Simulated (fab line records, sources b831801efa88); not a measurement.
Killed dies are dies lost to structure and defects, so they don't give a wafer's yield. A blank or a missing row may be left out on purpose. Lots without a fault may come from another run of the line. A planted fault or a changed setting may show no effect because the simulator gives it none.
A struck lot beside a sound one | flow gf180mcu | 27 steps out of a route of 602
Sound: wafers L672.1, L672.3, L672.6. Struck: wafers L684.2, L684.3, L684.6. The cause comes at the end.
At each step with rows: each side's tool, then ch and its chambers, then its first start. Under that, the readings that differ: sound wafers | struck wafers | difference of the means | sigmas: that difference in standard deviations of wafers without a fault.
alike: readings whose means differ by less than 2 such deviations, and words and numbers that are the same on both sides. not compared: withheld readings, readings that some wafer has no value for, bounds like >300 that may hide the same value, and numbers for which the record gives no deviation and whose values overlap.
The two part at a step that has a row with sigmas, a row that says differs or no value, or rows on one side only. Numbers that don't overlap but have no deviation are shown without sigmas and don't part them. A reading that every wafer of one side lacks parts them only if that side has two wafers or more.

first, 5 steps without rows for these wafers: GF_V3_ETCH_16 (etches BARC in N2/H2); GF_V3_ETCH_17 (etches SiO2 in C4F8/O2/Ar, stops on TiN, target depth 635 nm); GF_V3_STRIP_18 (strips in O2/N2); GF_V3_STRIP_19 (strips in post etch residue remover, time 1200 s); GF_V3_CLEAN_20 (cleans in DIW).
GF_V3_SPUTTER_21: material Ti, target thk 15 nm, time 80.02 s.
  sound on pvd_sputter-04, day 24 06:59; struck on pvd_sputter-04, day 28 11:53
  alike: cathode_dc_power_W, chamber_pressure_pa, substrate_temp_c, throttle_valve_pct
then, 1 step without rows for these wafers: GF_V3_SPUTTER_22 (material TiN, target thk 10 nm, time 40 s).
GF_V3_CVD_23: deposits W, target thk 350 nm, time 104.9 s.
  sound on cvd_w-01 ch 0,1, day 24 07:05; struck on cvd_w-02 ch 0,1, day 28 11:59
  alike: heater_power_w
GF_V3_RS_MEAS_24: measures by four-point-probe.
  sound on film_metro-04, day 24 07:11; struck on film_metro-04, day 28 12:07
  alike: V3_W_RS
GF_V3_THK_MEAS_25: measures by xrf.
  sound on film_metro-04, day 24 07:19; struck on film_metro-04, day 28 12:14
  alike: V3_W_THK
GF_V3_CMP_26: polishes, stops on SiO2, t overpolish 15 s, target thk 0 nm.
  sound on cmp-02 ch 0,1,3, day 24 07:28; struck on cmp-01 ch 2,3, day 28 12:20
  alike: edge_zone_pressure_frac, motor_current_A, overpolish_run_s, time_to_endpoint_s
then, 1 step without rows for these wafers: GF_M4_SPUTTER_00 (material Ti, target thk 37.5 nm, time 150 s).
GF_M4_SPUTTER_01: material TiN, target thk 30 nm, time 25 s.
  sound on pvd_sputter-03, day 24 07:46; struck on pvd_sputter-03, day 28 12:41
  no value came back on the struck wafers for cathode_dc_power_W (W), chamber_pressure_pa (Pa), throttle_valve_pct (%); on the sound wafers cathode_dc_power_W (W) reads 6500.0 6500.6 6496.5
GF_M4_SPUTTER_02: material AlCu, target thk 450 nm, time 23.9 s.
  sound on pvd_sputter-03, day 24 07:48; struck on pvd_sputter-03, day 28 12:43
  alike: cathode_dc_power_W, chamber_pressure_pa, throttle_valve_pct
then, 1 step without rows for these wafers: GF_M4_SPUTTER_03 (material Ti, target thk 10 nm, time 6.7 s).
GF_M4_SPUTTER_04: material TiN, target thk 50 nm, time 41.7 s.
  sound on pvd_sputter-03, day 24 07:51; struck on pvd_sputter-03, day 28 12:46
  alike: cathode_dc_power_W, chamber_pressure_pa, throttle_valve_pct
then, 7 steps without rows for these wafers: GF_M4_DEHYDRATE_07 (time 60 s); GF_M4_HMDS_08 (prime time 60 s); GF_M4_COAT_09 (resist thk 1000 nm); GF_M4_SOFTBAKE_10 (time 60 s); GF_M4_EXPOSE_11 (exposes mask Metal4, target cd 280 nm); GF_M4_PEB_12 (peb time 90 s); GF_M4_DEVELOP_13 (develop time 60 s).
GF_M4_CD_MEAS_14: target cd 280 nm.
  sound on cd_sem-01, day 25 05:59; struck on cd_sem-01, day 29 07:19
  alike: cd_nm
GF_M4_OVL_MEAS_15:
  sound on overlay-01, day 25 06:07; struck on overlay-02, day 29 07:25
  alike: M4_OVL
GF_M4_METAL_ETCH_16: etches the open film in Cl2/BCl3, stops on SiO2, target depth 627.5 nm, time 104.6 s.
  sound on rie_metal-01 ch 0,1, day 25 06:09; struck on rie_metal-02 ch 1, day 29 07:27
  reading                | sound                | struck               | difference | sigmas
  oes_product_au (a.u.)  | 0.986 0.985 0.973    | 0.938 0.940 0.937    | -0.043     | -7
  throttle_valve_pct (%) | 28.242 28.226 28.230 | 28.293 28.287 28.294 | +0.059     | +6
  alike: bcl3_flow_sccm, drypump_motor_current_A
  not compared: rf_hours_counter_h
then, 1 step without rows for these wafers: GF_M4_STRIP_17 (strips in O2/N2).

WHERE THEY PART
First at GF_M4_SPUTTER_01; last, within this record, at GF_M4_METAL_ETCH_16.

WHY: what the simulator had put in
Skipped step whole: pvd_sputter-03, from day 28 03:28 on, at GF_M4_SPUTTER_01. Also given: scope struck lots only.
